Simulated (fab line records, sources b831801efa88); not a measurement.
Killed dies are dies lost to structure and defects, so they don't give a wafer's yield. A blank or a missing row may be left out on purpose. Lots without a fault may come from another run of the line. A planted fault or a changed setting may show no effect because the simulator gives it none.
Chamber matching | flow gf180mcu | GF_CONTACT_CVD_02 on pecvd-04: 3 sister chambers
The step deposits SiO2 from TEOS, target thk 860 nm, time 95.992 s. 3 wafers are shown with their chamber, then 7 later ones without.

WAFERS WITH THEIR CHAMBER
wafer  | chamber | heater_power_w (W)
L208.5 | 2       | 750
L211.2 | 1       | 698
L211.4 | 0       | 554

WAFERS WITHOUT THEIR CHAMBER
wafer  | heater_power_w (W)
L211.5 | 753
L216.1 | 470
L216.4 | 715
L216.5 | 516
L219.1 | 662
L219.2 | 477
L219.4 | 704

WHICH CHAMBER EACH WENT THROUGH
wafer  | from the rows above          | in truth
L211.5 | can't be placed: 2 or 1      | 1
L216.1 | 0                            | 0
L216.4 | can't be placed: 1 or 2      | 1
L216.5 | 0                            | 0
L219.1 | can't be placed: 1 or 2 or 0 | 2
L219.2 | 0                            | 0
L219.4 | can't be placed: 1 or 2      | 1
Placed correctly: 3 of 7. Can't be placed from these rows: 4 (the true chamber is among the candidates in 4). Placed wrongly: 0.
How it was worked out, from the rows above alone: a wafer's distance from a chamber is the root of the sum, over the readings, of the square of ((its reading less the chamber's mean) divided by the reading's scatter). The wafer belongs to the nearest chamber; if the next one is less than 2 further off, it can't be placed. A chamber's mean is the mean of its shown wafers. The scatter: with one shown wafer a chamber, the root of the mean of the squares of how far each hidden wafer lies from its nearest shown one.
